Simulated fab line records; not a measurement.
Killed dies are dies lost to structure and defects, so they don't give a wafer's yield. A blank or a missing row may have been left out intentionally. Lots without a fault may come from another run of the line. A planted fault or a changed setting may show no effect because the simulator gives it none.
A single fault, viewed from 2 desks || flow sky130 || what lay behind the numbers comes last; until then each desk has only its own

## METROLOGY DESK
Means of the sampled wafers that have a number, per lot and without regard to the tool the lot ran on: this is what the gauges read. Any lot whose mean is over 4 standard deviations away from the usual mean is out of limits and marked OUT; that distance is given in the brackets.
Columns: A = VT_ADJUST_NCORE_OVL at SKY_VT_ADJUST_NCORE_OVL_MEAS_08, usual -0.7 nm; B = cd_nm at SKY_SONOS_TUNNEL_CD_MEAS_07, usual 409.7 nm; C = SONOS_ONO_CVD_04_THK at SKY_SONOS_ONO_THK_MEAS_05, usual 5.71 nm; D = cd_nm at SKY_SONOS_ONO_CD_MEAS_13, usual 410.1 nm
{"lot": "L373", "first seen here": "day 8 20:35", "A": -2.4, "B": 412.8, "C": 5.80, "D": 411.6}
{"lot": "L374", "first seen here": "day 9 04:27", "A": -1.5, "B": 407.0, "C": 5.68, "D": 414.9}
{"lot": "L375", "first seen here": "day 9 06:10", "A": -0.6, "B": 407.9, "C": 5.66, "D": 410.6}
{"lot": "L376", "first seen here": "day 9 10:56", "A": -1.3, "B": 407.5, "C": 5.77, "D": 410.2}
{"lot": "L378", "first seen here": "day 10 04:24", "A": -0.1, "B": 413.7, "C": 5.88, "D": 410.1}
{"lot": "L380", "first seen here": "day 10 14:04", "A": -0.7, "B": 410.9, "C": 5.59, "D": 407.7}
{"lot": "L383", "first seen here": "day 11 11:38", "A": 0.4, "B": 409.5, "C": 5.64, "D": 411.5}
{"lot": "L384", "first seen here": "day 11 18:56", "A": -2.4, "B": 410.6, "C": 5.79, "D": 411.7}
{"lot": "L385", "first seen here": "day 12 01:45", "A": -1.0, "B": 405.4, "C": 5.64, "D": 408.9}
{"lot": "L388", "first seen here": "day 12 22:56", "A": -2.2, "B": 415.6, "C": 5.64, "D": 406.2}
{"lot": "L392", "first seen here": "day 14 02:44", "A": 1.1, "B": "427.9 (+6.1) OUT", "C": 5.68, "D": 409.1}
{"lot": "L394", "first seen here": "day 14 19:06", "A": 1.6, "B": "424.4 (+4.9) OUT", "C": 5.78, "D": 408.9}
{"lot": "L395", "first seen here": "day 14 22:54", "A": 0.3, "B": 409.7, "C": 5.61, "D": 413.1}
{"lot": "L396", "first seen here": "day 15 04:05", "A": -0.9, "B": 408.0, "C": 5.82, "D": 410.8}
Finding of this desk: L392, L394 out of limits; the first was L392 at day 17 15:10, on cd_nm at SKY_SONOS_TUNNEL_CD_MEAS_07. In limits: L373, L374, L375, L376, L378, L380, L383, L384, L385, L388, L395, L396.

## FOR THE TOOL OWNER'S DESK: litho_track-04
The tool's own readings at SKY_SONOS_TUNNEL_COAT_02 (resist thk 1140 nm): means of the sampled wafers that have a number, for each lot that ran on this tool. Any lot whose mean is over 4 standard deviations away from the usual mean is out of limits and marked OUT; that distance is given in the brackets.
Columns: A = chill_plate_temp_C at SKY_SONOS_TUNNEL_COAT_02, usual 22.99 C
{"lot": "L373", "first seen here": "day 11 04:26", "A": 23.10}
{"lot": "L375", "first seen here": "day 11 14:24", "A": 23.03}
{"lot": "L378", "first seen here": "day 12 16:02", "A": 22.88}
{"lot": "L380", "first seen here": "day 13 01:56", "A": 23.00}
{"lot": "L385", "first seen here": "day 14 18:31", "A": 22.89}
{"lot": "L388", "first seen here": "day 15 16:49", "A": 22.92}
{"lot": "L392", "first seen here": "day 17 00:24", "A": 23.05}
{"lot": "L394", "first seen here": "day 17 16:58", "A": 22.94}
Finding of this desk: none of the 8 lots has anything out of limits.

## TAKEN TOGETHER
At day 17 15:10 the metrology desk could have sounded an alarm, on L392, L394.
The tool owner's desk saw nothing out of limits.
Tool owner's desk: L392, L394 on record, inside its limits.
On litho_track-04, each named lot ran SKY_SONOS_TUNNEL_COAT_02.

## WHAT THE SIMULATOR HAD INSERTED
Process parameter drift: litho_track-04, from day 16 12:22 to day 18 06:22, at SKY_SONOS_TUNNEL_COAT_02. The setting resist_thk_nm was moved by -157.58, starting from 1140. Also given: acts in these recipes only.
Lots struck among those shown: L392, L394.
Hours from the fault's start to each desk's first reading out of limits: the metrology desk, 27.
